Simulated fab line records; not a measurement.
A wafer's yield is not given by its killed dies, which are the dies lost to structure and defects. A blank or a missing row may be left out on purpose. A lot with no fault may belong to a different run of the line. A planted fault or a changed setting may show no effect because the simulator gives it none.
A lot that was struck, set against a sound lot	flow sfq line	14 steps out of a route of 325
Sound: the wafers L861.2, L861.3, L861.4. Struck: wafer L854.1; the same lot's L854.2 was not struck, so it is left out; see the end for the cause.
Order at every step that has rows: each side's tool, ch and its chambers, its first start. Under that, the readings that differ: sound wafers	struck wafers	difference of the means	sigmas: that difference in standard deviations of wafers without a fault.
alike: readings with means less than 2 such deviations apart, plus words and numbers identical on both sides. not compared: withheld readings, readings lacking a value on some wafer, bounds such as >300 that could conceal the same value, and numbers that have no deviation in the record and whose values overlap.
Wherever a step has rows on one side only, a row that says differs or no value, or a row with sigmas, the two part there. Non-overlapping numbers with no deviation appear without sigmas and do not part them. Lack of a reading on every wafer of one side parts them only where that side has two or more wafers.

SFQ_TRILAYER_R5_DEP_SPUTTER_133: material MoNx, target thk 40 nm, time 66.7 s.
  sound on pvd sputter-04, day 63 01:10; struck on pvd sputter-05, day 60 05:22
  alike: chamber pressure pa, throttle valve pct
SFQ_TRILAYER_R5_DEP_SPUTTER_134: material Ti, target thk 5 nm, time 5 s.
  sound on pvd sputter-04, day 63 01:13; struck on pvd sputter-05, day 60 05:25
  alike: chamber pressure pa, throttle valve pct
SFQ_R5_RS_MEAS_933: a four-point-probe measurement.
  sound on film metro-02, day 63 01:15; struck on film metro-02, day 60 05:26
  alike: R5_MONX_RS
SFQ_R5_THK_MEAS_934: measures by xrf.
  sound on film metro-02, day 63 01:22; struck on film metro-02, day 60 05:34
  alike: R5_MONX_THK
then, 6 steps without rows for these wafers: SFQ_TRILAYER_R5_LITHO_COAT_141 (resist thk 62 nm); SFQ_TRILAYER_R5_LITHO_COAT_136 (resist thk 600 nm); SFQ_TRILAYER_R5_LITHO_SOFTBAKE_140; SFQ_TRILAYER_R5_LITHO_EXPOSE_137 (exposes mask R5, target cd 500 nm); SFQ_TRILAYER_R5_LITHO_PEB_139 (peb time 60 s); SFQ_TRILAYER_R5_LITHO_DEVELOP_138 (time 60 s).
SFQ_R5_OVL_MEAS_935:
  sound on overlay-01, day 68 08:34; struck on overlay-02, day 61 04:31
  alike: R5_OVL
SFQ_TRILAYER_R5_BARC_OPEN_METAL_ETCH_177: etches BARC in O2, target depth 125 nm, time 41.7 s.
  sound on rie metal-03 ch 0,1, day 68 08:35; struck on rie metal-04 ch 0, day 61 04:33
reading	sound	struck	difference	sigmas
oes product au (a.u.)	0.682 0.683 0.683	0.692	+0.009	+2
  alike: drypump motor current A, run length s
  not compared: rf hours counter h
SFQ_TRILAYER_R5_ETCH_METAL_ETCH_139: etches the open film in Cl2, stops on SiO2, target depth 60 nm, time 40 s.
  sound on rie metal-03 ch 0,1, day 68 08:39; struck on rie metal-04 ch 0, day 61 04:40
reading	sound	struck	difference	sigmas
oes product au (a.u.)	0.993 1.003 0.983	0.866	-0.127	-24
run length s (s)	68.7 68.4 68.5	77.9	+9.4	+29
model.KrF_of_TRILAYER_R5_LITHO_COAT_136.thk nm (nm)	496.8 495.3 496.5	493.4	-2.8	
model.Nb_of_TRILAYER_JJ_TRILAYER_DEP_SPUTTER_112.thk nm (nm)	158.7 160 159.9	157	-3	
  alike: drypump motor current A
  not compared: rf hours counter h
SFQ_TRILAYER_R5_STRIP_STRIP_140: strips in O2.
  sound on rie metal-03 ch 0,1, day 68 08:43; struck on rie metal-04 ch 0, day 61 04:47
  alike: drypump motor current A, oes product au, platen temp c
  not compared: rf hours counter h

WHERE THEY PART
Last at SFQ_TRILAYER_R5_ETCH_METAL_ETCH_139 as far as this record goes, first at SFQ_TRILAYER_R5_BARC_OPEN_METAL_ETCH_177. Later steps at which nothing parts them and some readings are alike: SFQ_TRILAYER_R5_STRIP_STRIP_140.

WHY: whatever the simulator had introduced
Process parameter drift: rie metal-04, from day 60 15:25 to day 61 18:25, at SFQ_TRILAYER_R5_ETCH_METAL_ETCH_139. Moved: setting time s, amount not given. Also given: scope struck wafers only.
